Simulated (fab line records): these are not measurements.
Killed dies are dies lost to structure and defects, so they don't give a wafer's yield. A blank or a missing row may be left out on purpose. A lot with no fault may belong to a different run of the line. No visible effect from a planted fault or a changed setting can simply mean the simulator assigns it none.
Which tool was responsible? / flow sky130 / 13 lots, 39 wafers sampled, at 6 steps of a route of 708

## WHAT EACH GAUGE READ, for each wafer
SKY_NWELL_RS_MEAS_29: measures by four-point-probe. Usual: NWELL_RS typically reads 625.0 ohm/sq, with standard deviation 1.4.
lot=L684; measured=day 5 10:29; on=film-metro-04; NWELL_RS (ohm/sq)=623.5 622.1 622.1; flag=
lot=L685; measured=day 5 13:25; on=film-metro-02; NWELL_RS (ohm/sq)=625.0 626.0 627.0; flag=
lot=L687; measured=day 6 06:12; on=film-metro-01; NWELL_RS (ohm/sq)=627.2 625.7 625.1; flag=
lot=L688; measured=day 6 10:12; on=film-metro-02; NWELL_RS (ohm/sq)=626.4 624.8 626.1; flag=
lot=L697; measured=day 8 16:59; on=film-metro-01; NWELL_RS (ohm/sq)=625.2 626.4 626.0; flag=
lot=L699; measured=day 9 03:19; on=film-metro-01; NWELL_RS (ohm/sq)=624.3 621.8 625.6; flag=
lot=L700; measured=day 9 08:24; on=film-metro-02; NWELL_RS (ohm/sq)=623.9 624.7 624.4; flag=
lot=L702; measured=day 10 00:16; on=film-metro-04; NWELL_RS (ohm/sq)=622.7 624.1 625.0; flag=
lot=L703; measured=day 10 06:42; on=film-metro-04; NWELL_RS (ohm/sq)=626.2 623.9 623.8; flag=
lot=L704; measured=day 10 13:12; on=film-metro-04; NWELL_RS (ohm/sq)=625.5 625.3 623.7; flag=
lot=L705; measured=day 10 17:34; on=film-metro-04; NWELL_RS (ohm/sq)=624.9 625.6 626.3; flag=
lot=L706; measured=day 10 23:39; on=film-metro-02; NWELL_RS (ohm/sq)=626.0 624.1 622.4; flag=
lot=L707; measured=day 11 01:36; on=film-metro-02; NWELL_RS (ohm/sq)=622.7 624.7 624.7; flag=

SKY_VT_ADJUST_NCORE_OVL_MEAS_08. Usual: VT_ADJUST_NCORE_OVL typically reads 1.7 nm, with standard deviation 1.4.
lot=L684; measured=day 8 17:44; on=overlay-02; VT_ADJUST_NCORE_OVL (nm)=1.2 0.8 2.2; flag=
lot=L685; measured=day 8 20:54; on=overlay-01; VT_ADJUST_NCORE_OVL (nm)=1.7 0.3 1.1; flag=
lot=L687; measured=day 9 18:14; on=overlay-02; VT_ADJUST_NCORE_OVL (nm)=1.1 2.0 -1.3; flag=
lot=L688; measured=day 9 23:08; on=overlay-01; VT_ADJUST_NCORE_OVL (nm)=0.8 1.8 1.2; flag=
lot=L697; measured=day 12 14:00; on=overlay-02; VT_ADJUST_NCORE_OVL (nm)=0.8 0.6 1.9; flag=
lot=L699; measured=day 13 00:32; on=overlay-01; VT_ADJUST_NCORE_OVL (nm)=2.8 2.6 3.2; flag=
lot=L700; measured=day 13 06:34; on=overlay-01; VT_ADJUST_NCORE_OVL (nm)=0.6 0.6 0.6; flag=
lot=L702; measured=day 14 01:57; on=overlay-01; VT_ADJUST_NCORE_OVL (nm)=2.7 4.2 5.9; flag=
lot=L703; measured=day 14 07:32; on=overlay-02; VT_ADJUST_NCORE_OVL (nm)=1.4 2.2 0.7; flag=
lot=L704; measured=day 14 16:14; on=overlay-01; VT_ADJUST_NCORE_OVL (nm)=5.9 5.1 2.9; flag=
lot=L705; measured=day 14 21:59; on=overlay-02; VT_ADJUST_NCORE_OVL (nm)=0.4 -0.3 1.1; flag=
lot=L706; measured=day 15 05:55; on=overlay-01; VT_ADJUST_NCORE_OVL (nm)=1.8 3.1 2.4; flag=
lot=L707; measured=day 15 08:08; on=overlay-02; VT_ADJUST_NCORE_OVL (nm)=-0.2 2.0 -0.4; flag=

SKY_VT_ADJUST_NCORE_TW_MEAS_11. Usual: VT_ADJUST_NCORE_TW typically reads 220.4, with standard deviation 1.6.
lot=L684; measured=day 8 18:01; on=film-metro-01; VT_ADJUST_NCORE_TW=222.6 221.6 220.9; flag=
lot=L685; measured=day 8 21:12; on=film-metro-01; VT_ADJUST_NCORE_TW=221.9 221.7 222.4; flag=
lot=L687; measured=day 9 18:31; on=film-metro-03; VT_ADJUST_NCORE_TW=217.6 219.2 216.1; flag=
lot=L688; measured=day 9 23:26; on=film-metro-01; VT_ADJUST_NCORE_TW=30.2 30.1 30.3; flag=OFF
lot=L697; measured=day 12 14:18; on=film-metro-03; VT_ADJUST_NCORE_TW=217.9 218.3 219.3; flag=
lot=L699; measured=day 13 00:49; on=film-metro-01; VT_ADJUST_NCORE_TW=221.1 222.6 221.8; flag=
lot=L700; measured=day 13 06:52; on=film-metro-03; VT_ADJUST_NCORE_TW=219.5 219.8 219.9; flag=
lot=L702; measured=day 14 02:14; on=film-metro-03; VT_ADJUST_NCORE_TW=219.6 221.8 219.5; flag=
lot=L703; measured=day 14 07:49; on=film-metro-01; VT_ADJUST_NCORE_TW=220.6 220.8 221.4; flag=
lot=L704; measured=day 14 16:31; on=film-metro-04; VT_ADJUST_NCORE_TW=222.0 222.5 221.9; flag=
lot=L705; measured=day 14 22:17; on=film-metro-03; VT_ADJUST_NCORE_TW=221.6 220.4 220.3; flag=
lot=L706; measured=day 15 06:13; on=film-metro-04; VT_ADJUST_NCORE_TW=219.7 221.7 221.3; flag=
lot=L707; measured=day 15 08:25; on=film-metro-04; VT_ADJUST_NCORE_TW=221.2 220.8 222.1; flag=

## WHICH TOOL RAN EACH LOT (tool, then ch and the chambers of the sampled wafers, then the start)
lot=L684; SKY_VT_ADJUST_HVTP_STRIP_10=plasma-asher-01 ch 0,1, day 6 05:01; SKY_VT_ADJUST_LVTN_STRIP_20=plasma-asher-02 ch 0,1, day 7 20:34; SKY_VT_ADJUST_NCORE_STRIP_10=plasma-asher-03 ch 0,1, day 8 17:55
lot=L685; SKY_VT_ADJUST_HVTP_STRIP_10=plasma-asher-01 ch 0,1, day 6 08:10; SKY_VT_ADJUST_LVTN_STRIP_20=plasma-asher-02 ch 0,1, day 7 23:38; SKY_VT_ADJUST_NCORE_STRIP_10=plasma-asher-04 ch 0,1, day 8 21:06
lot=L687; SKY_VT_ADJUST_HVTP_STRIP_10=plasma-asher-02 ch 0,1, day 7 01:43; SKY_VT_ADJUST_LVTN_STRIP_20=plasma-asher-01 ch 0,1, day 8 19:46; SKY_VT_ADJUST_NCORE_STRIP_10=plasma-asher-03 ch 0,1, day 9 18:25
lot=L688; SKY_VT_ADJUST_HVTP_STRIP_10=plasma-asher-01 ch 0,1, day 7 06:37; SKY_VT_ADJUST_LVTN_STRIP_20=plasma-asher-02 ch 0,1, day 9 00:35; SKY_VT_ADJUST_NCORE_STRIP_10=plasma-asher-04 ch 0,1, day 9 23:21
lot=L697; SKY_VT_ADJUST_HVTP_STRIP_10=plasma-asher-02 ch 0,1, day 9 15:31; SKY_VT_ADJUST_LVTN_STRIP_20=plasma-asher-04 ch 0,1, day 11 13:08; SKY_VT_ADJUST_NCORE_STRIP_10=plasma-asher-03 ch 0,1, day 12 14:12
lot=L699; SKY_VT_ADJUST_HVTP_STRIP_10=plasma-asher-01 ch 0,1, day 10 01:43; SKY_VT_ADJUST_LVTN_STRIP_20=plasma-asher-01 ch 0,1, day 11 23:55; SKY_VT_ADJUST_NCORE_STRIP_10=plasma-asher-01 ch 0,1, day 13 00:43
lot=L700; SKY_VT_ADJUST_HVTP_STRIP_10=plasma-asher-01 ch 0,1, day 10 07:07; SKY_VT_ADJUST_LVTN_STRIP_20=plasma-asher-04 ch 0,1, day 12 05:36; SKY_VT_ADJUST_NCORE_STRIP_10=plasma-asher-04 ch 0,1, day 13 06:46
lot=L702; SKY_VT_ADJUST_HVTP_STRIP_10=plasma-asher-02 ch 0,1, day 10 23:05; SKY_VT_ADJUST_LVTN_STRIP_20=plasma-asher-04 ch 0,1, day 12 23:59; SKY_VT_ADJUST_NCORE_STRIP_10=plasma-asher-03 ch 0,1, day 14 02:09
lot=L703; SKY_VT_ADJUST_HVTP_STRIP_10=plasma-asher-02 ch 0,1, day 11 05:17; SKY_VT_ADJUST_LVTN_STRIP_20=plasma-asher-04 ch 0,1, day 13 05:54; SKY_VT_ADJUST_NCORE_STRIP_10=plasma-asher-03 ch 0,1, day 14 07:43
lot=L704; SKY_VT_ADJUST_HVTP_STRIP_10=plasma-asher-02 ch 0,1, day 11 12:38; SKY_VT_ADJUST_LVTN_STRIP_20=plasma-asher-02 ch 0,1, day 13 14:41; SKY_VT_ADJUST_NCORE_STRIP_10=plasma-asher-01 ch 0,1, day 14 16:26
lot=L705; SKY_VT_ADJUST_HVTP_STRIP_10=plasma-asher-01 ch 0,1, day 11 17:20; SKY_VT_ADJUST_LVTN_STRIP_20=plasma-asher-04 ch 0,1, day 13 19:51; SKY_VT_ADJUST_NCORE_STRIP_10=plasma-asher-03 ch 0,1, day 14 22:10
lot=L706; SKY_VT_ADJUST_HVTP_STRIP_10=plasma-asher-03 ch 0,1, day 11 23:55; SKY_VT_ADJUST_LVTN_STRIP_20=plasma-asher-01 ch 0,1, day 14 02:56; SKY_VT_ADJUST_NCORE_STRIP_10=plasma-asher-04 ch 0,1, day 15 06:06
lot=L707; SKY_VT_ADJUST_HVTP_STRIP_10=plasma-asher-01 ch 0,1, day 12 02:07; SKY_VT_ADJUST_LVTN_STRIP_20=plasma-asher-01 ch 0,1, day 14 05:47; SKY_VT_ADJUST_NCORE_STRIP_10=plasma-asher-04 ch 0,1, day 15 08:19
- SKY_VT_ADJUST_HVTP_STRIP_10: strips in O2/N2.
- SKY_VT_ADJUST_LVTN_STRIP_20: strips in O2/N2.
- SKY_VT_ADJUST_NCORE_STRIP_10: strips in O2/N2.

## AS READ BY THE TOOLS THEMSELVES (means over the sampled wafers that have a number; for cases with no such wafer, the mark the record gives instead)
SKY_VT_ADJUST_HVTP_STRIP_10. Usual: chamber-pressure-mTorr 1500.0 mTorr, standard deviation 1.3; drypump-motor-current-A 5.5 A, standard deviation 0.46; oes-product-au 0.715 a.u., standard deviation 0.0043; strip-time-to-endpoint-s 14.18 s, standard deviation 0.045.
lot=L684; tool=plasma-asher-01; chamber-pressure-mTorr (mTorr)=1500.1; drypump-motor-current-A (A)=5.7; oes-product-au (a.u.)=0.712; strip-time-to-endpoint-s (s)=14.24; flag=
lot=L685; tool=plasma-asher-01; chamber-pressure-mTorr (mTorr)=1500.8; drypump-motor-current-A (A)=5.3; oes-product-au (a.u.)=0.714; strip-time-to-endpoint-s (s)=14.18; flag=
lot=L687; tool=plasma-asher-02; chamber-pressure-mTorr (mTorr)=1499.2; drypump-motor-current-A (A)=5.4; oes-product-au (a.u.)=0.718; strip-time-to-endpoint-s (s)=14.27; flag=
lot=L688; tool=plasma-asher-01; chamber-pressure-mTorr (mTorr)=1499.7; drypump-motor-current-A (A)=5.4; oes-product-au (a.u.)=0.717; strip-time-to-endpoint-s (s)=14.13; flag=
lot=L697; tool=plasma-asher-02; chamber-pressure-mTorr (mTorr)=1500.3; drypump-motor-current-A (A)=5.6; oes-product-au (a.u.)=0.719; strip-time-to-endpoint-s (s)=14.16; flag=
lot=L699; tool=plasma-asher-01; chamber-pressure-mTorr (mTorr)=1501.0; drypump-motor-current-A (A)=5.4; oes-product-au (a.u.)=0.714; strip-time-to-endpoint-s (s)=14.16; flag=
lot=L700; tool=plasma-asher-01; chamber-pressure-mTorr (mTorr)=1499.9; drypump-motor-current-A (A)=5.4; oes-product-au (a.u.)=0.715; strip-time-to-endpoint-s (s)=14.20; flag=
lot=L702; tool=plasma-asher-02; chamber-pressure-mTorr (mTorr)=1499.4; drypump-motor-current-A (A)=5.6; oes-product-au (a.u.)=0.717; strip-time-to-endpoint-s (s)=14.15; flag=
lot=L703; tool=plasma-asher-02; chamber-pressure-mTorr (mTorr)=1499.8; drypump-motor-current-A (A)=5.4; oes-product-au (a.u.)=0.712; strip-time-to-endpoint-s (s)=14.20; flag=
lot=L704; tool=plasma-asher-02; chamber-pressure-mTorr (mTorr)=1500.9; drypump-motor-current-A (A)=5.6; oes-product-au (a.u.)=0.717; strip-time-to-endpoint-s (s)=14.16; flag=
lot=L705; tool=plasma-asher-01; chamber-pressure-mTorr (mTorr)=1501.2; drypump-motor-current-A (A)=5.4; oes-product-au (a.u.)=0.712; strip-time-to-endpoint-s (s)=14.19; flag=
lot=L706; tool=plasma-asher-03; chamber-pressure-mTorr (mTorr)=1501.3; drypump-motor-current-A (A)=5.7; oes-product-au (a.u.)=0.715; strip-time-to-endpoint-s (s)=14.19; flag=
lot=L707; tool=plasma-asher-01; chamber-pressure-mTorr (mTorr)=1501.8; drypump-motor-current-A (A)=5.4; oes-product-au (a.u.)=0.714; strip-time-to-endpoint-s (s)=14.20; flag=

SKY_VT_ADJUST_LVTN_STRIP_20. Usual: chamber-pressure-mTorr 1500.3 mTorr, standard deviation 1.3; drypump-motor-current-A 5.6 A, standard deviation 0.58; oes-product-au 0.716 a.u., standard deviation 0.0042; strip-time-to-endpoint-s 14.18 s, standard deviation 0.04.
lot=L684; tool=plasma-asher-02; chamber-pressure-mTorr (mTorr)=1500.3; drypump-motor-current-A (A)=5.4; oes-product-au (a.u.)=0.715; strip-time-to-endpoint-s (s)=14.17; flag=
lot=L685; tool=plasma-asher-02; chamber-pressure-mTorr (mTorr)=1501.3; drypump-motor-current-A (A)=5.6; oes-product-au (a.u.)=0.715; strip-time-to-endpoint-s (s)=14.17; flag=
lot=L687; tool=plasma-asher-01; chamber-pressure-mTorr (mTorr)=1501.2; drypump-motor-current-A (A)=5.7; oes-product-au (a.u.)=0.719; strip-time-to-endpoint-s (s)=14.21; flag=
lot=L688; tool=plasma-asher-02; chamber-pressure-mTorr (mTorr)=1499.2; drypump-motor-current-A (A)=5.6; oes-product-au (a.u.)=0.917; strip-time-to-endpoint-s (s)=-; flag=OFF
lot=L697; tool=plasma-asher-04; chamber-pressure-mTorr (mTorr)=1501.1; drypump-motor-current-A (A)=5.9; oes-product-au (a.u.)=0.719; strip-time-to-endpoint-s (s)=14.18; flag=
lot=L699; tool=plasma-asher-01; chamber-pressure-mTorr (mTorr)=1501.2; drypump-motor-current-A (A)=5.7; oes-product-au (a.u.)=0.716; strip-time-to-endpoint-s (s)=14.16; flag=
lot=L700; tool=plasma-asher-04; chamber-pressure-mTorr (mTorr)=1500.0; drypump-motor-current-A (A)=5.4; oes-product-au (a.u.)=0.717; strip-time-to-endpoint-s (s)=14.11; flag=
lot=L702; tool=plasma-asher-04; chamber-pressure-mTorr (mTorr)=1500.9; drypump-motor-current-A (A)=5.9; oes-product-au (a.u.)=0.716; strip-time-to-endpoint-s (s)=14.19; flag=
lot=L703; tool=plasma-asher-04; chamber-pressure-mTorr (mTorr)=1499.6; drypump-motor-current-A (A)=5.5; oes-product-au (a.u.)=0.712; strip-time-to-endpoint-s (s)=14.19; flag=
lot=L704; tool=plasma-asher-02; chamber-pressure-mTorr (mTorr)=1500.4; drypump-motor-current-A (A)=5.6; oes-product-au (a.u.)=0.715; strip-time-to-endpoint-s (s)=14.12; flag=
lot=L705; tool=plasma-asher-04; chamber-pressure-mTorr (mTorr)=1499.8; drypump-motor-current-A (A)=5.9; oes-product-au (a.u.)=0.716; strip-time-to-endpoint-s (s)=14.16; flag=
lot=L706; tool=plasma-asher-01; chamber-pressure-mTorr (mTorr)=1500.9; drypump-motor-current-A (A)=5.4; oes-product-au (a.u.)=0.712; strip-time-to-endpoint-s (s)=14.15; flag=
lot=L707; tool=plasma-asher-01; chamber-pressure-mTorr (mTorr)=1499.0; drypump-motor-current-A (A)=5.4; oes-product-au (a.u.)=0.711; strip-time-to-endpoint-s (s)=14.19; flag=

SKY_VT_ADJUST_NCORE_STRIP_10. Usual: chamber-pressure-mTorr 1500.0 mTorr, standard deviation 1.3; drypump-motor-current-A 5.6 A, standard deviation 0.45; oes-product-au 0.715 a.u., standard deviation 0.0045; strip-time-to-endpoint-s 14.18 s, standard deviation 0.039.
lot=L684; tool=plasma-asher-03; chamber-pressure-mTorr (mTorr)=1500.4; drypump-motor-current-A (A)=5.7; oes-product-au (a.u.)=0.713; strip-time-to-endpoint-s (s)=14.19; flag=
lot=L685; tool=plasma-asher-04; chamber-pressure-mTorr (mTorr)=1499.3; drypump-motor-current-A (A)=5.5; oes-product-au (a.u.)=0.713; strip-time-to-endpoint-s (s)=14.12; flag=
lot=L687; tool=plasma-asher-03; chamber-pressure-mTorr (mTorr)=1499.4; drypump-motor-current-A (A)=5.7; oes-product-au (a.u.)=0.715; strip-time-to-endpoint-s (s)=14.21; flag=
lot=L688; tool=plasma-asher-04; chamber-pressure-mTorr (mTorr)=1498.9; drypump-motor-current-A (A)=5.9; oes-product-au (a.u.)=0.717; strip-time-to-endpoint-s (s)=24.74; flag=OFF
lot=L697; tool=plasma-asher-03; chamber-pressure-mTorr (mTorr)=1500.7; drypump-motor-current-A (A)=5.6; oes-product-au (a.u.)=0.714; strip-time-to-endpoint-s (s)=14.19; flag=
lot=L699; tool=plasma-asher-01; chamber-pressure-mTorr (mTorr)=1501.4; drypump-motor-current-A (A)=5.4; oes-product-au (a.u.)=0.720; strip-time-to-endpoint-s (s)=14.13; flag=
lot=L700; tool=plasma-asher-04; chamber-pressure-mTorr (mTorr)=1498.7; drypump-motor-current-A (A)=5.9; oes-product-au (a.u.)=0.715; strip-time-to-endpoint-s (s)=14.19; flag=
lot=L702; tool=plasma-asher-03; chamber-pressure-mTorr (mTorr)=1500.6; drypump-motor-current-A (A)=5.6; oes-product-au (a.u.)=0.718; strip-time-to-endpoint-s (s)=14.21; flag=
lot=L703; tool=plasma-asher-03; chamber-pressure-mTorr (mTorr)=1500.2; drypump-motor-current-A (A)=5.7; oes-product-au (a.u.)=0.715; strip-time-to-endpoint-s (s)=14.17; flag=
lot=L704; tool=plasma-asher-01; chamber-pressure-mTorr (mTorr)=1498.9; drypump-motor-current-A (A)=5.4; oes-product-au (a.u.)=0.714; strip-time-to-endpoint-s (s)=14.13; flag=
lot=L705; tool=plasma-asher-03; chamber-pressure-mTorr (mTorr)=1500.3; drypump-motor-current-A (A)=5.6; oes-product-au (a.u.)=0.714; strip-time-to-endpoint-s (s)=14.22; flag=
lot=L706; tool=plasma-asher-04; chamber-pressure-mTorr (mTorr)=1499.9; drypump-motor-current-A (A)=5.4; oes-product-au (a.u.)=0.717; strip-time-to-endpoint-s (s)=14.13; flag=
lot=L707; tool=plasma-asher-04; chamber-pressure-mTorr (mTorr)=1499.0; drypump-motor-current-A (A)=5.5; oes-product-au (a.u.)=0.714; strip-time-to-endpoint-s (s)=14.22; flag=

## THE ANSWER, worked out from the rows above alone
Rule: take the mean of a lot's wafers that have a number; if it is more than 3 standard deviations from the usual mean, the lot is off. A lot without any number at a reading at which 4 lots or more have one is off too. Where the step has rows for the other lots, those lots are counted as sound. After the gauges, taken in route order, come the tools' own readings; for these a lot's mean is taken, as printed above. The first step at which some lot is off is used, and at that step the reading that is off furthest; a lot without a number counts as furthest.
Off: L688, at SKY_VT_ADJUST_NCORE_TW_MEAS_11 (VT_ADJUST_NCORE_TW).
If a tool, at a process step before that reading, ran all the lots that are off and no sound lot after the first of them, it fits. Not tried: the gauges at SKY_VT_ADJUST_NCORE_TW_MEAS_11; whatever is off there is also off at SKY_VT_ADJUST_LVTN_STRIP_20, on other tools, and gauge error can't account for it. No candidate that was tried fits.

## WHAT THE SIMULATOR HAD INSERTED
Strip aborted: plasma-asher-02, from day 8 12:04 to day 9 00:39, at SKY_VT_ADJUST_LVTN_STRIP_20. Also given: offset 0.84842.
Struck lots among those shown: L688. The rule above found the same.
